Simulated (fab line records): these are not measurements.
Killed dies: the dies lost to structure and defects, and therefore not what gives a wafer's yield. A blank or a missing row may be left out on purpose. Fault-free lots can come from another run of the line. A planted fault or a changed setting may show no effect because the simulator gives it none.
Commonality check across tools + flow gf180mcu + 12 lots, 36 wafers sampled

== WHAT PROMPTED THE OPENING ==
Flagged at GF_M4_CD_MEAS_14: reading cd_nm, on 1 of 12 lots. Fault-free wafers read 280.1 nm, with a standard deviation of 1.2.
Rule: flag the lot when none of its wafers has a number, or when each of its wafers that has one lies beyond 4 standard deviations from that mean. The other lots count as sound.

| lot  | measured     | on        | cd_nm (nm), wafer by wafer | flag    |
|------|--------------|-----------|----------------------------|---------|
| L510 | day 23 08:10 | cd_sem-01 | 279.1 277.7 279.5          |         |
| L512 | day 24 07:22 | cd_sem-01 | 281.6 280.5 281.2          |         |
| L513 | day 24 11:02 | cd_sem-01 | 281.5 281.4 281.3          |         |
| L514 | day 24 20:44 | cd_sem-02 | 281.6 281.4 281.3          |         |
| L515 | day 25 05:37 | cd_sem-02 | 278.2 278.8 278.4          |         |
| L518 | day 26 02:40 | cd_sem-02 | 279.6 280.8 280.0          |         |
| L519 | day 26 10:20 | cd_sem-02 | 279.9 281.0 280.4          |         |
| L520 | day 27 00:09 | cd_sem-02 | 280.3 279.8 280.6          |         |
| L521 | day 27 06:25 | cd_sem-02 | 277.9 277.8 277.3          |         |
| L523 | day 27 14:07 | cd_sem-02 | 278.6 279.6 278.6          |         |
| L524 | day 28 01:43 | cd_sem-02 | 279.3 281.0 280.2          |         |
| L531 | day 29 23:16 | cd_sem-01 | 250.7 206.2 192.5          | FLAGGED |
Average over the flagged lots: 216.5 nm; offset from the usual -63.6 nm, equal to -53 standard deviations.

== LOT BY LOT: THE TOOL USED ==
The record keeps 1 process step preceding the reading, out of 602 steps on the route. Each cell gives the tool, then ch followed by the chambers the sampled wafers passed through, then the start.
| lot  | flag    | GF_M4_EXPOSE_11                   |
|------|---------|-----------------------------------|
| L510 |         | krf_scanner-02 ch 0, day 22 20:46 |
| L512 |         | krf_scanner-02 ch 0, day 23 20:07 |
| L513 |         | krf_scanner-02 ch 0, day 24 00:22 |
| L514 |         | krf_scanner-02 ch 0, day 24 10:17 |
| L515 |         | krf_scanner-02 ch 0, day 24 19:11 |
| L518 |         | krf_scanner-02 ch 0, day 25 16:29 |
| L519 |         | krf_scanner-02 ch 0, day 25 23:40 |
| L520 |         | krf_scanner-02 ch 0, day 26 14:14 |
| L521 |         | krf_scanner-02 ch 0, day 26 20:34 |
| L523 |         | krf_scanner-01 ch 0, day 27 04:22 |
| L524 |         | krf_scanner-01 ch 0, day 27 15:41 |
| L531 | FLAGGED | krf_scanner-02 ch 0, day 29 14:23 |
What these steps do:
- GF_M4_EXPOSE_11: exposes mask Metal4, target cd 280 nm.
- GF_M4_CD_MEAS_14: target cd 280 nm.

== FLAGGED OVER TOTAL, TOOL BY TOOL (the gauges that took the reading come last) ==
| step             | tool           | lots run | flagged | share of the flagged lots | sound lots run after its first flagged lot |
|------------------|----------------|----------|---------|---------------------------|--------------------------------------------|
| GF_M4_EXPOSE_11  | krf_scanner-01 | 2        | 0       | none                      | -                                          |
| GF_M4_EXPOSE_11  | krf_scanner-02 | 10       | 1       | all                       | 0                                          |
| GF_M4_CD_MEAS_14 | cd_sem-01      | 4        | 1       | all                       | 0                                          |
| GF_M4_CD_MEAS_14 | cd_sem-02      | 8        | 0       | none                      | -                                          |

== WHAT IS ALLOWED BY THE TABLE ==
krf_scanner-02 at GF_M4_EXPOSE_11 and cd_sem-01 at GF_M4_CD_MEAS_14 are the 2 rows of the table that ran each flagged lot.
- krf_scanner-02 at GF_M4_EXPOSE_11 ran 10 lots, 1 of them flagged. It ran its last sound lot, L521, at day 26 20:34 and its first flagged lot, L531, at day 29 14:23: a fault with its onset between the two fits. Its own readings (exposure_dose_mJ_cm2) fall more than 4 standard deviations out on all wafers of the flagged lots.
- cd_sem-01 at GF_M4_CD_MEAS_14 ran 4 lots, 1 of them flagged. It ran its last sound lot, L513, at day 24 11:02 and its first flagged lot, L531, at day 29 23:16: a fault with its onset between the two fits.
Counting lots can't tell these 2 tools apart, because each fits a fault that began at some hour. More lots, or a look at what each step does to the wafer, might.

== WHAT THE SIMULATOR PUT IN ==
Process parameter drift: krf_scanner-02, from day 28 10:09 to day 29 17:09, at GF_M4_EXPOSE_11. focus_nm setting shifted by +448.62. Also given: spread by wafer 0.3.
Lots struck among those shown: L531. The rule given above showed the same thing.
